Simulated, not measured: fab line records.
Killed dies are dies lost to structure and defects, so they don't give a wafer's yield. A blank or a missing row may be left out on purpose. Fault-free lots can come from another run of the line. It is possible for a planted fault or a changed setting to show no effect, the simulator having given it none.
Chamber matching || flow gf180mcu || rie_si-01 running GF_POLY_GATE_ETCH_13: 4 sister chambers
The step etches poly-Si in HBr/Cl2, stops on SiO2, target depth 198.5 nm, time 69.6 s. 20 wafers are shown with their chamber, then 10 later ones without.

== WAFERS, EACH WITH ITS CHAMBER ==
{"wafer": "L336.1", "chamber": 1, "drypump_motor_current_A (A)": 5.4, "oes_product_au (a.u.)": 0.980, "throttle_valve_pct (%)": 33.674}
{"wafer": "L336.2", "chamber": 3, "drypump_motor_current_A (A)": 5.9, "oes_product_au (a.u.)": 0.997, "throttle_valve_pct (%)": 33.678}
{"wafer": "L336.5", "chamber": 2, "drypump_motor_current_A (A)": 6.7, "oes_product_au (a.u.)": 0.995, "throttle_valve_pct (%)": 33.681}
{"wafer": "L339.1", "chamber": 0, "drypump_motor_current_A (A)": 5.5, "oes_product_au (a.u.)": 0.984, "throttle_valve_pct (%)": 33.663}
{"wafer": "L339.2", "chamber": 2, "drypump_motor_current_A (A)": 6.7, "oes_product_au (a.u.)": 0.989, "throttle_valve_pct (%)": 33.684}
{"wafer": "L339.4", "chamber": 3, "drypump_motor_current_A (A)": 5.8, "oes_product_au (a.u.)": 1.001, "throttle_valve_pct (%)": 33.687}
{"wafer": "L341.2", "chamber": 3, "drypump_motor_current_A (A)": 5.8, "oes_product_au (a.u.)": 0.985, "throttle_valve_pct (%)": 33.702}
{"wafer": "L341.4", "chamber": 0, "drypump_motor_current_A (A)": 5.6, "oes_product_au (a.u.)": 0.984, "throttle_valve_pct (%)": 33.682}
{"wafer": "L341.6", "chamber": 3, "drypump_motor_current_A (A)": 5.8, "oes_product_au (a.u.)": 0.989, "throttle_valve_pct (%)": 33.685}
{"wafer": "L342.1", "chamber": 1, "drypump_motor_current_A (A)": 5.4, "oes_product_au (a.u.)": 0.982, "throttle_valve_pct (%)": 33.674}
{"wafer": "L342.3", "chamber": 3, "drypump_motor_current_A (A)": 5.9, "oes_product_au (a.u.)": 0.998, "throttle_valve_pct (%)": 33.697}
{"wafer": "L342.5", "chamber": 2, "drypump_motor_current_A (A)": 6.7, "oes_product_au (a.u.)": 0.999, "throttle_valve_pct (%)": 33.698}
{"wafer": "L346.2", "chamber": 3, "drypump_motor_current_A (A)": 5.9, "oes_product_au (a.u.)": 0.991, "throttle_valve_pct (%)": 33.679}
{"wafer": "L346.4", "chamber": 2, "drypump_motor_current_A (A)": 6.7, "oes_product_au (a.u.)": 1.002, "throttle_valve_pct (%)": 33.681}
{"wafer": "L346.6", "chamber": 2, "drypump_motor_current_A (A)": 6.7, "oes_product_au (a.u.)": 1.003, "throttle_valve_pct (%)": 33.686}
{"wafer": "L347.4", "chamber": 2, "drypump_motor_current_A (A)": 6.7, "oes_product_au (a.u.)": 0.988, "throttle_valve_pct (%)": 33.678}
{"wafer": "L347.5", "chamber": 2, "drypump_motor_current_A (A)": 6.7, "oes_product_au (a.u.)": 1.001, "throttle_valve_pct (%)": 33.687}
{"wafer": "L347.6", "chamber": 1, "drypump_motor_current_A (A)": 5.4, "oes_product_au (a.u.)": 0.982, "throttle_valve_pct (%)": 33.700}
{"wafer": "L352.1", "chamber": 1, "drypump_motor_current_A (A)": 5.3, "oes_product_au (a.u.)": 0.991, "throttle_valve_pct (%)": 33.691}
{"wafer": "L352.3", "chamber": 0, "drypump_motor_current_A (A)": 5.6, "oes_product_au (a.u.)": 0.990, "throttle_valve_pct (%)": 33.678}

SIGNATURES (means of the wafers above)
{"reading": "drypump_motor_current_A", "chamber 0": 5.567, "chamber 1": 5.375, "chamber 2": 6.700, "chamber 3": 5.850, "scatter within a chamber": 0.0427}
{"reading": "oes_product_au", "chamber 0": 0.98600, "chamber 1": 0.98375, "chamber 2": 0.99671, "chamber 3": 0.99350, "scatter within a chamber": 0.00567}
{"reading": "throttle_valve_pct", "chamber 0": 33.67433, "chamber 1": 33.68475, "chamber 2": 33.68500, "chamber 3": 33.68800, "scatter within a chamber": 0.00945}
Rule: for each reading, subtract the chamber's mean from the wafer's reading, divide by that reading's scatter and square the result; add these up over the readings and take the root, which gives the wafer's distance from the chamber. If the next closest chamber is less than 2 further off than the closest, the wafer can't be placed; otherwise it belongs to the closest. How the scatter is found: for the shown wafers, subtract from each reading the mean of its chamber, square and add these, divide the total by (wafers less chambers), then take the root.

== WAFERS WHOSE CHAMBER IS MISSING ==
{"wafer": "L352.6", "drypump_motor_current_A (A)": 5.9, "oes_product_au (a.u.)": 0.987, "throttle_valve_pct (%)": 33.675}
{"wafer": "L354.2", "drypump_motor_current_A (A)": 5.6, "oes_product_au (a.u.)": 0.978, "throttle_valve_pct (%)": 33.692}
{"wafer": "L354.3", "drypump_motor_current_A (A)": 5.4, "oes_product_au (a.u.)": 0.984, "throttle_valve_pct (%)": 33.661}
{"wafer": "L354.6", "drypump_motor_current_A (A)": 5.4, "oes_product_au (a.u.)": 0.984, "throttle_valve_pct (%)": 33.684}
{"wafer": "L355.3", "drypump_motor_current_A (A)": 6.7, "oes_product_au (a.u.)": 0.994, "throttle_valve_pct (%)": 33.688}
{"wafer": "L355.5", "drypump_motor_current_A (A)": 5.4, "oes_product_au (a.u.)": 0.977, "throttle_valve_pct (%)": 33.681}
{"wafer": "L355.6", "drypump_motor_current_A (A)": 6.7, "oes_product_au (a.u.)": 0.987, "throttle_valve_pct (%)": 33.682}
{"wafer": "L357.1", "drypump_motor_current_A (A)": 5.8, "oes_product_au (a.u.)": 0.996, "throttle_valve_pct (%)": 33.677}
{"wafer": "L357.3", "drypump_motor_current_A (A)": 5.6, "oes_product_au (a.u.)": 0.980, "throttle_valve_pct (%)": 33.696}
{"wafer": "L357.4", "drypump_motor_current_A (A)": 6.7, "oes_product_au (a.u.)": 0.994, "throttle_valve_pct (%)": 33.688}

== CHAMBER TAKEN BY EACH ==
{"wafer": "L352.6", "from the rows above": 3, "in truth": 3}
{"wafer": "L354.2", "from the rows above": 0, "in truth": 0}
{"wafer": "L354.3", "from the rows above": "can't be placed: 1 or 0", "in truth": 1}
{"wafer": "L354.6", "from the rows above": 1, "in truth": 1}
{"wafer": "L355.3", "from the rows above": 2, "in truth": 2}
{"wafer": "L355.5", "from the rows above": 1, "in truth": 1}
{"wafer": "L355.6", "from the rows above": 2, "in truth": 2}
{"wafer": "L357.1", "from the rows above": 3, "in truth": 3}
{"wafer": "L357.3", "from the rows above": 0, "in truth": 0}
{"wafer": "L357.4", "from the rows above": 2, "in truth": 2}
Correct placement for 9 of the 10. These rows do not allow placing 1 (true chamber among the candidates in 1). Wrongly placed: 0.
